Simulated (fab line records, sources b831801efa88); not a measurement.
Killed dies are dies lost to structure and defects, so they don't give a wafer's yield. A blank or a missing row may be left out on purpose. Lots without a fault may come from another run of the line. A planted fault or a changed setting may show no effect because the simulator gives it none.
Chamber matching | flow sky130 | SKY_VIA3_CMP_02 on cmp-01: 4 sister chambers
The step polishes SiO2. 16 wafers are shown with their chamber, then 8 later ones without.

WAFERS WITH THEIR CHAMBER
wafer  | chamber | motor_current_A (A) | edge_zone_pressure_frac | head_pressure_psi (psi)
L406.2 | 2       | 12.7                | 0.991                   | 3.997
L406.4 | 0       | 12.4                | 0.999                   | 3.996
L406.6 | 3       | 13.3                | 1.004                   | 3.993
L407.2 | 3       | 13.9                | 1.002                   | 4.007
L407.4 | 2       | 12.6                | 0.997                   | 4.001
L407.5 | 3       | 12.6                | 1.003                   | 4.012
L412.2 | 0       | 12.5                | 0.998                   | 4.007
L412.3 | 3       | 13.7                | 0.997                   | 4.001
L412.5 | 1       | 10.6                | 1.008                   | 4.015
L416.1 | 0       | 12.2                | 1.000                   | 3.995
L416.3 | 3       | 13.1                | 1.000                   | 3.998
L416.4 | 1       | 10.7                | 1.005                   | 4.012
L420.1 | 0       | 12.6                | 0.999                   | 3.996
L420.2 | 1       | 10.3                | 0.999                   | 4.002
L420.5 | 3       | 13.3                | 0.996                   | 3.994
L421.1 | 2       | 11.9                | 0.997                   | 3.993

SIGNATURES (means of the wafers above)
reading                 | chamber 0 | chamber 1 | chamber 2 | chamber 3 | scatter within a chamber
motor_current_A         | 12.425    | 10.533    | 12.400    | 13.317    | 0.365
edge_zone_pressure_frac | 0.99900   | 1.00400   | 0.99500   | 1.00033   | 0.00318
head_pressure_psi       | 3.99850   | 4.00967   | 3.99700   | 4.00083   | 0.00646
Rule: a wafer's distance from a chamber is the root of the sum, over the readings, of the square of ((its reading less the chamber's mean) divided by the reading's scatter). The wafer belongs to the nearest chamber; if the next one is less than 2 further off, it can't be placed. The scatter: the root of (the sum of the squares of (reading less its chamber's mean) over the shown wafers, divided by (wafers less chambers)).

WAFERS WITHOUT THEIR CHAMBER
wafer  | motor_current_A (A) | edge_zone_pressure_frac | head_pressure_psi (psi)
L421.2 | 13.1                | 0.999                   | 4.014
L421.3 | 12.3                | 0.999                   | 4.013
L424.2 | 12.5                | 0.996                   | 4.007
L424.3 | 13.1                | 0.997                   | 4.009
L424.4 | 11.0                | 1.005                   | 3.989
L427.1 | 12.3                | 1.004                   | 4.004
L427.5 | 12.8                | 0.992                   | 4.014
L427.6 | 12.9                | 0.998                   | 3.991

WHICH CHAMBER EACH WENT THROUGH
wafer  | from the rows above          | in truth
L421.2 | can't be placed: 3 or 0 or 2 | 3
L421.3 | can't be placed: 0 or 2 or 3 | 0
L424.2 | can't be placed: 2 or 0 or 3 | 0
L424.3 | can't be placed: 3 or 0 or 2 | 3
L424.4 | can't be placed: 1 or 0 or 2 | 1
L427.1 | can't be placed: 0 or 2 or 3 | 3
L427.5 | can't be placed: 2 or 0 or 3 | 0
L427.6 | can't be placed: 0 or 2 or 3 | 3
Placed correctly: 0 of 8. Can't be placed from these rows: 8 (the true chamber is among the candidates in 8). Placed wrongly: 0.
